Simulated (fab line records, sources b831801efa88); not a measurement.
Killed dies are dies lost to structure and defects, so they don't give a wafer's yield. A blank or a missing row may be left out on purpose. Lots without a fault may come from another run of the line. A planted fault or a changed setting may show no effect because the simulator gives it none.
Which tool did it? | flow sky130 | 12 lots, 36 wafers sampled, at 1 step of a route of 708

WHAT THE GAUGES READ, wafer by wafer
SKY_FIELD_ISO_THK_MEAS_04.
lot  | measured    | on            | FIELD_ISO_CVD_03_THK (nm)
L075 | day 1 18:35 | film_metro-03 | 167.8 167.1 167.1
L077 | day 2 04:50 | film_metro-04 | 164.7 165.6 166.0
L079 | day 2 15:41 | film_metro-04 | 165.0 165.4 165.7
L081 | day 3 00:30 | film_metro-04 | 168.1 167.1 168.2
L083 | day 3 10:37 | film_metro-03 | 165.2 165.6 166.0
L085 | day 3 21:03 | film_metro-03 | 169.1 168.9 169.7
L087 | day 4 08:18 | film_metro-04 | 167.2 166.9 165.1
L089 | day 4 16:47 | film_metro-01 | 167.8 168.5 169.1
L091 | day 5 04:11 | film_metro-01 | 166.4 166.4 166.6
L093 | day 6 18:09 | film_metro-04 | 166.3 168.4 167.8
L095 | day 6 18:12 | film_metro-04 | 163.0 162.5 164.3
L097 | day 6 18:16 | film_metro-03 | 167.8 168.3 166.6

WHICH TOOL RAN EACH LOT (tool, then ch and the chambers of the sampled wafers, then the start)
The record holds no process step before these readings.

THE ANSWER, worked out from the rows above alone
Rule: what is usual is taken from the lots themselves. Put in order of their means at a reading, lots are off if they are a third of the lots or fewer, leave a main group of 4 or more, and stand apart from it by a gap of 3 or more times the standard deviation of the main group's means; of several such gaps the widest counts. A main group whose means are all the same, to the digits that the tables above print for the reading, isn't used. A lot without any number at a reading at which 4 lots or more have one is off too. The other lots that the step has rows for count as sound.
No lot is off at any reading shown: from this, nothing can be told.

WHAT THE SIMULATOR HAD PUT IN
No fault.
